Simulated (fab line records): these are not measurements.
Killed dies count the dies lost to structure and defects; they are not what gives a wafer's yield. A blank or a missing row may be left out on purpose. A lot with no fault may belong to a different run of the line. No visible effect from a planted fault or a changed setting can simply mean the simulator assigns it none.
What tool caused it? -- flow gf180mcu -- 6 lots, 18 wafers sampled, at 4 steps of a route of 602

## WHAT THE GAUGES READ, wafer by wafer
GF_V3_CD_MEAS_14 targets a cd of 260 nm.
lot,measured,on,cdNm (nm)
L117,day 22 17:58,cdSem-02,258.8 260.0 259.1
L119,day 23 20:46,cdSem-01,259.6 259.0 260.4
L121,day 24 13:33,cdSem-01,261.3 260.8 259.7
L127,day 26 09:51,cdSem-02,254.6 255.0 253.1 254.7 254.7 252.8
L132,day 27 17:13,cdSem-01,259.1 259.4 259.8
L138,day 29 08:13,cdSem-01,260.1 261.5 260.6

## WHICH TOOL RAN EACH LOT (tool, then ch and the chambers of the sampled wafers, then the start)
lot,GF_V2_SPUTTER_22,GF_M3_SPUTTER_04,GF_V3_EXPOSE_11
L117,"pvdSputter-02, day 20 16:18","pvdSputter-03, day 20 17:17","krfScanner-02 ch 0, day 22 06:28"
L119,"pvdSputter-03, day 21 20:24","pvdSputter-02, day 21 21:13","krfScanner-01 ch 0, day 23 09:49"
L121,"pvdSputter-03, day 22 13:48","pvdSputter-04, day 22 14:37","krfScanner-02 ch 0, day 24 02:44"
L127,"pvdSputter-03, day 24 13:00","pvdSputter-02, day 24 13:49","krfScanner-01 ch 0, day 25 23:37"
L132,"pvdSputter-01, day 25 23:11","pvdSputter-04, day 26 00:00","krfScanner-02 ch 0, day 27 07:48"
L138,"pvdSputter-01, day 27 14:44","pvdSputter-03, day 27 15:32","krfScanner-02 ch 0, day 28 22:47"
- GF_V2_SPUTTER_22: material TiN, target thk 10 nm, time 40 s.
- GF_M3_SPUTTER_04: material TiN, target thk 50 nm, time 41.7 s.
- GF_V3_EXPOSE_11: exposes mask Via3, target cd 260 nm.

## THE ANSWER, worked out from the rows above alone
Rule: usual is defined by the lots themselves. The widest of any qualifying gaps counts: lots, ordered by their means at a reading, are off when they make up no more than a third of the lots, leave a main group of 4 or more, and stand apart from it by 3 or more times the standard deviation of that group's means. A main group whose means are all the same, to the digits that the tables above print for the reading, isn't used. A lot without any number at a reading at which 4 lots or more have one is off too. All remaining lots with rows at the step are treated as sound.
Off, at GF_V3_CD_MEAS_14 on cdNm: L127. For the main group the mean is 259.9 nm and the standard deviation 0.6.
A tool fits if, at a process step before that reading, it ran every lot that is off, and no sound lot after the first of them. The gauges at GF_V3_CD_MEAS_14 are tried like those tools. Can't be told from this: 4 tools fit, pvdSputter-03 at GF_V2_SPUTTER_22, pvdSputter-02 at GF_M3_SPUTTER_04, krfScanner-01 at GF_V3_EXPOSE_11, cdSem-02 at GF_V3_CD_MEAS_14.

## WHAT THE SIMULATOR HAD PUT IN
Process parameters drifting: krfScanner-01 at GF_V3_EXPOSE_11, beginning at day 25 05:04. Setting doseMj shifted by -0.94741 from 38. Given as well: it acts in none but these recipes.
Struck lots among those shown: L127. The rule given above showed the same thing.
